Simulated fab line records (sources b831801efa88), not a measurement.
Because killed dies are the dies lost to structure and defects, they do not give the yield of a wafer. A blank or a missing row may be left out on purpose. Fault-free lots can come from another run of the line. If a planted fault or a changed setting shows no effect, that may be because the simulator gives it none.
Which of the tools did it? | flow sky130 | Sampling: 11 lots, 33 wafers, 2 of 708 route steps

WHAT THE GAUGES READ, wafer by wafer
SKY_SONOS_TUNNEL_TW_MEAS_12.
lot  | measured     | on            | SONOS_TUNNEL_TW
L683 | day 11 21:09 | film_metro-01 | 192.2 193.3 193.8
L684 | day 11 23:06 | film_metro-03 | 199.6 200.6 199.6
L685 | day 12 01:40 | film_metro-02 | 197.9 196.6 196.4
L686 | day 12 09:43 | film_metro-01 | 196.3 196.4 196.1
L688 | day 13 04:19 | film_metro-02 | 196.2 196.3 195.8
L689 | day 13 11:54 | film_metro-02 | 196.3 197.3 197.1
L690 | day 13 19:28 | film_metro-01 | 194.8 195.1 194.7
L699 | day 16 15:34 | film_metro-01 | 195.8 194.0 196.1
L700 | day 17 03:37 | film_metro-02 | 195.5 195.8 197.6
L701 | day 17 10:05 | film_metro-01 | 195.4 195.6 195.5
L706 | day 19 12:38 | film_metro-01 | 194.8 195.7 196.0

EACH LOT AND THE TOOL THAT RAN IT (in order: tool; ch and the chambers of the sampled wafers; start)
lot  | SKY_DNWELL_STRIP_08
L683 | plasma_asher-02 ch 0,1, day 3 13:50
L684 | plasma_asher-02 ch 0, day 3 15:35
L685 | plasma_asher-03 ch 0,1, day 3 16:10
L686 | plasma_asher-03 ch 0,1, day 3 20:34
L688 | plasma_asher-01 ch 0,1, day 4 08:29
L689 | plasma_asher-01 ch 0,1, day 4 12:32
L690 | plasma_asher-02 ch 0,1, day 4 18:56
L699 | plasma_asher-03 ch 0,1, day 6 17:46
L700 | plasma_asher-02 ch 1, day 7 01:47
L701 | plasma_asher-02 ch 0,1, day 7 06:01
L706 | plasma_asher-01 ch 0,1, day 8 16:10
- SKY_DNWELL_STRIP_08: strips in O2/N2.

THE ANSWER, worked out from the rows above alone
Rule: what is usual is taken from the lots themselves. Put in order of their means at a reading, lots are off if they are a third of the lots or fewer, leave a main group of 4 or more, and stand apart from it by a gap of 3 or more times the standard deviation of the main group's means; of several such gaps the widest counts. A main group is skipped when, at the precision printed for the reading in the tables above, its means are all equal. A lot without any number at a reading at which 4 lots or more have one is off too. All remaining lots with rows at the step are treated as sound.
Nothing can be told from this: no lot is off at any reading shown.

WHAT HAD BEEN PUT IN BY THE SIMULATOR
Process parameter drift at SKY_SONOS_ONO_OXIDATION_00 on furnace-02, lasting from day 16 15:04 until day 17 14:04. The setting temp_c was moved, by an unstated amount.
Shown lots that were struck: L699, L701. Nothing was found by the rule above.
